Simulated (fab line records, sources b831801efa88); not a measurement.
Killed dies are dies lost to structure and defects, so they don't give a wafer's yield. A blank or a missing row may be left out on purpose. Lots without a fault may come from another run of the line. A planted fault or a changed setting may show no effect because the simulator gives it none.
A struck lot beside a sound one | flow sky130 | 16 steps out of a route of 708
Sound: wafers L220.2, L220.5, L220.6. Struck: wafers L239.1, L239.4, L239.6. The cause comes at the end.
At each step with rows: each side's tool, then ch and its chambers, then its first start. Under that, the readings that differ: sound wafers | struck wafers | difference of the means | sigmas: that difference in standard deviations of wafers without a fault.
alike: readings whose means differ by less than 2 such deviations, and words and numbers that are the same on both sides. not compared: withheld readings, readings that some wafer has no value for, bounds like >300 that may hide the same value, and numbers for which the record gives no deviation and whose values overlap.
The two part at a step that has a row with sigmas, a row that says differs or no value, or rows on one side only. Numbers that don't overlap but have no deviation are shown without sigmas and don't part them. A reading that every wafer of one side lacks parts them only if that side has two wafers or more.

first, 4 steps without rows for these wafers: SKY_LDD_N_IMPLANT_12; SKY_LDD_N_IMPLANT_13; SKY_LDD_N_IMPLANT_14; SKY_LDD_N_IMPLANT_15.
SKY_LDD_N_STRIP_16: strips in O2/N2.
  sound on plasma_asher-02 ch 0,1, day 20 04:24; struck on plasma_asher-03 ch 0,1, day 26 13:18
  alike: drypump_motor_current_A, oes_product_au, strip_time_to_endpoint_s
  not compared: rf_hours_counter_h
SKY_LDD_N_TW_MEAS_17:
  sound on film_metro-02, day 20 04:31; struck on film_metro-04, day 26 13:24
  reading  | sound          | struck         | difference | sigmas
  LDD_N_TW | 2572 2558 2568 | 2585 2602 2596 | +28        | +2
then, 6 steps without rows for these wafers: SKY_LDD_P_DEHYDRATE_00 (time 60 s); SKY_LDD_P_HMDS_01 (prime time 60 s); SKY_LDD_P_COAT_02 (resist thk 1140 nm); SKY_LDD_P_SOFTBAKE_03 (time 60 s); SKY_LDD_P_EXPOSE_04 (exposes mask PSDM, target cd 380 nm); SKY_LDD_P_PEB_05.
SKY_LDD_P_DEVELOP_06: develop time 60 s.
  sound on litho_track-03 ch 0, day 21 11:11; struck on litho_track-02 ch 0, day 27 17:54
  reading              | sound             | struck            | difference | sigmas
  developer_temp_C (C) | 23.16 23.13 22.92 | 25.21 25.28 25.17 | +2.15      | +22
SKY_LDD_P_CD_MEAS_07: target cd 380 nm.
  sound on cd_sem-02, day 21 11:20; struck on cd_sem-02, day 27 18:03
  reading    | sound             | struck            | difference | sigmas
  cd_nm (nm) | 377.4 379.7 378.8 | 372.0 372.7 372.7 | -6.2       | -3
SKY_LDD_P_OVL_MEAS_08:
  sound on overlay-01, day 21 11:26; struck on overlay-02, day 27 18:10
  alike: LDD_P_OVL
then, 1 step without rows for these wafers: SKY_PAD_OPEN_PROBE_99.

WHERE THEY PART
First at SKY_LDD_N_TW_MEAS_17; last, within this record, at SKY_LDD_P_CD_MEAS_07. Later steps at which nothing parts them and some readings are alike: SKY_LDD_P_OVL_MEAS_08.

WHY: what the simulator had put in
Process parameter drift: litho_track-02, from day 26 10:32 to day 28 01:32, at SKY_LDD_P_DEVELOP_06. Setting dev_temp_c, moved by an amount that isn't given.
